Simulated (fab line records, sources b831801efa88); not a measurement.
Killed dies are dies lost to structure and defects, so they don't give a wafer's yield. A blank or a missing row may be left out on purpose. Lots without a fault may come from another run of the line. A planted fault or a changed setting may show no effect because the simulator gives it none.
Which tool did it? | flow gf180mcu | 6 lots, 18 wafers sampled, at 2 steps of a route of 602

WHAT THE GAUGES READ, wafer by wafer
GF_M4_CD_MEAS_14: target cd 280 nm.
lot  | measured     | on        | cd_nm (nm)
L995 | day 23 22:54 | cd_sem-02 | 279.6 279.7 278.9
L997 | day 24 12:35 | cd_sem-01 | 280.1 279.8 280.5
L101 | day 25 22:59 | cd_sem-01 | 280.4 280.3 280.2
L106 | day 27 16:14 | cd_sem-02 | 281.0 279.7 280.2
L110 | day 28 19:13 | cd_sem-02 | 278.2 278.3 278.9
L116 | day 30 08:33 | cd_sem-01 | 280.0 279.6 279.4

WHICH TOOL RAN EACH LOT (tool, then ch and the chambers of the sampled wafers, then the start)
lot  | GF_V3_SPUTTER_22
L995 | pvd_sputter-04, day 22 23:30
L997 | pvd_sputter-01, day 23 13:37
L101 | pvd_sputter-01, day 25 01:11
L106 | pvd_sputter-02, day 26 19:38
L110 | pvd_sputter-04, day 27 22:31
L116 | pvd_sputter-02, day 29 12:52
- GF_V3_SPUTTER_22: material TiN, target thk 10 nm, time 40 s.

THE ANSWER, worked out from the rows above alone
Rule: what is usual is taken from the lots themselves. Put in order of their means at a reading, lots are off if they are a third of the lots or fewer, leave a main group of 4 or more, and stand apart from it by a gap of 3 or more times the standard deviation of the main group's means; of several such gaps the widest counts. A main group whose means are all the same, to the digits that the tables above print for the reading, isn't used. A lot without any number at a reading at which 4 lots or more have one is off too. The other lots that the step has rows for count as sound.
No lot is off at any reading shown: from this, nothing can be told.

WHAT THE SIMULATOR HAD PUT IN
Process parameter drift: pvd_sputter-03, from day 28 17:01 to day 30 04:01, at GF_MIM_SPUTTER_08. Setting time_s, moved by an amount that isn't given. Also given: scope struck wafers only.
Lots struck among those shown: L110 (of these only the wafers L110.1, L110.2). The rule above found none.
